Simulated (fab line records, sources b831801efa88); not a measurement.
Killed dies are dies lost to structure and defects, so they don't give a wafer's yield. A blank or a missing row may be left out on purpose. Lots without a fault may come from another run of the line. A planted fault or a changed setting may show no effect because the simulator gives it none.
Which tool did it? | flow gf180mcu | 6 lots, 18 wafers sampled, at 3 steps of a route of 602

WHAT THE GAUGES READ, wafer by wafer
GF_V2_THK_MEAS_03.
lot  | measured     | on            | V2_CVD_02_THK (nm)
L944 | day 19 21:10 | film_metro-03 | 842 850 837
L947 | day 20 15:04 | film_metro-01 | 845 839 861
L953 | day 23 01:46 | film_metro-02 | 842 870 854
L959 | day 25 05:07 | film_metro-02 | 698 706 712
L964 | day 26 10:59 | film_metro-03 | 839 842 843
L966 | day 27 00:34 | film_metro-02 | 858 875 859

WHICH TOOL RAN EACH LOT (tool, then ch and the chambers of the sampled wafers, then the start)
lot  | GF_M1_METAL_ETCH_16               | GF_V2_CVD_02
L944 | rie_metal-04 ch 0,1, day 17 16:16 | pecvd-02 ch 0,1,2, day 19 21:06
L947 | rie_metal-04 ch 0,1, day 18 12:00 | pecvd-02 ch 0,1,2, day 20 14:59
L953 | rie_metal-02 ch 0, day 20 23:09   | pecvd-04 ch 0,2, day 23 01:41
L959 | rie_metal-03 ch 0, day 23 04:56   | pecvd-01 ch 1,2, day 25 05:02
L964 | rie_metal-04 ch 0,1, day 24 12:02 | pecvd-02 ch 0,2, day 26 10:54
L966 | rie_metal-04 ch 0,1, day 25 03:18 | pecvd-04 ch 0,1,2, day 27 00:28
- GF_M1_METAL_ETCH_16: etches the open film in Cl2/BCl3, stops on SiO2, target depth 627.5 nm, time 104.6 s.
- GF_V2_CVD_02: deposits SiO2 from TEOS, target thk 850 nm, time 94.851 s.

THE ANSWER, worked out from the rows above alone
Rule: what is usual is taken from the lots themselves. Put in order of their means at a reading, lots are off if they are a third of the lots or fewer, leave a main group of 4 or more, and stand apart from it by a gap of 3 or more times the standard deviation of the main group's means; of several such gaps the widest counts. A main group whose means are all the same, to the digits that the tables above print for the reading, isn't used. A lot without any number at a reading at which 4 lots or more have one is off too. The other lots that the step has rows for count as sound.
Off: L959, at GF_V2_THK_MEAS_03 (V2_CVD_02_THK). The main group: mean 850 nm, standard deviation 8.4.
A tool fits if, at a process step before that reading, it ran every lot that is off, and no sound lot after the first of them. The gauges at GF_V2_THK_MEAS_03 are tried like those tools. Can't be told from this: 2 tools fit, rie_metal-03 at GF_M1_METAL_ETCH_16, pecvd-01 at GF_V2_CVD_02.

WHAT THE SIMULATOR HAD PUT IN
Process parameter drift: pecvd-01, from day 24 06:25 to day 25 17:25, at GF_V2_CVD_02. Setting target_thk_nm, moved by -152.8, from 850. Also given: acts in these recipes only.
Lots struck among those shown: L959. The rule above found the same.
